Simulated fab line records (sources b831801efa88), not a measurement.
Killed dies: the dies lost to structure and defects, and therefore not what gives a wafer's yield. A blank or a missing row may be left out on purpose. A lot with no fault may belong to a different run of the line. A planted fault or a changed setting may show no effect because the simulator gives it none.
The tool behind it: which one? / flow sky130 / 7 lots with 21 wafers sampled at 2 steps, on a route of 708 steps

== WHAT THE GAUGES READ, wafer by wafer ==
SKY_CONTACT_BOW_MEAS_05.
lot=L957; measured=day 31 10:04; on=film_metro-01; CONTACT_BOW (um)=89 77 78
lot=L959; measured=day 32 02:27; on=film_metro-03; CONTACT_BOW (um)=92 89 89
lot=L962; measured=day 33 08:52; on=film_metro-03; CONTACT_BOW (um)=87 89 82
lot=L967; measured=day 34 22:31; on=film_metro-04; CONTACT_BOW (um)=98 97 100
lot=L973; measured=day 36 09:37; on=film_metro-03; CONTACT_BOW (um)=76 72 79
lot=L975; measured=day 37 03:37; on=film_metro-03; CONTACT_BOW (um)=70 79 84
lot=L977; measured=day 37 14:49; on=film_metro-01; CONTACT_BOW (um)=87 79 86

== TOOL THAT RAN EACH LOT (tool first, then ch and the chambers of the sampled wafers, then the start) ==
lot=L957; SKY_VT_ADJUST_HVTR_DEHYDRATE_00=litho_track-04 ch 0, day 9 20:43
lot=L959; SKY_VT_ADJUST_HVTR_DEHYDRATE_00=litho_track-04 ch 0, day 10 12:40
lot=L962; SKY_VT_ADJUST_HVTR_DEHYDRATE_00=litho_track-02 ch 0, day 11 05:49
lot=L967; SKY_VT_ADJUST_HVTR_DEHYDRATE_00=litho_track-04 ch 0, day 12 21:57
lot=L973; SKY_VT_ADJUST_HVTR_DEHYDRATE_00=litho_track-01 ch 0, day 14 12:02
lot=L975; SKY_VT_ADJUST_HVTR_DEHYDRATE_00=litho_track-02 ch 0, day 15 05:18
lot=L977; SKY_VT_ADJUST_HVTR_DEHYDRATE_00=litho_track-04 ch 0, day 15 15:57
- SKY_VT_ADJUST_HVTR_DEHYDRATE_00: time 60 s.

== THE ANSWER, worked out from the rows above alone ==
Rule: the usual values come from the lots themselves. Put in order of their means at a reading, lots are off if they are a third of the lots or fewer, leave a main group of 4 or more, and stand apart from it by a gap of 3 or more times the standard deviation of the main group's means; of several such gaps the widest counts. A main group whose means are all the same, to the digits that the tables above print for the reading, isn't used. A lot without any number at a reading at which 4 lots or more have one is off too. All remaining lots with rows at the step are treated as sound.
No lot is off on any of the readings shown, so nothing can be concluded from this.

== WHAT HAD BEEN PUT IN BY THE SIMULATOR ==
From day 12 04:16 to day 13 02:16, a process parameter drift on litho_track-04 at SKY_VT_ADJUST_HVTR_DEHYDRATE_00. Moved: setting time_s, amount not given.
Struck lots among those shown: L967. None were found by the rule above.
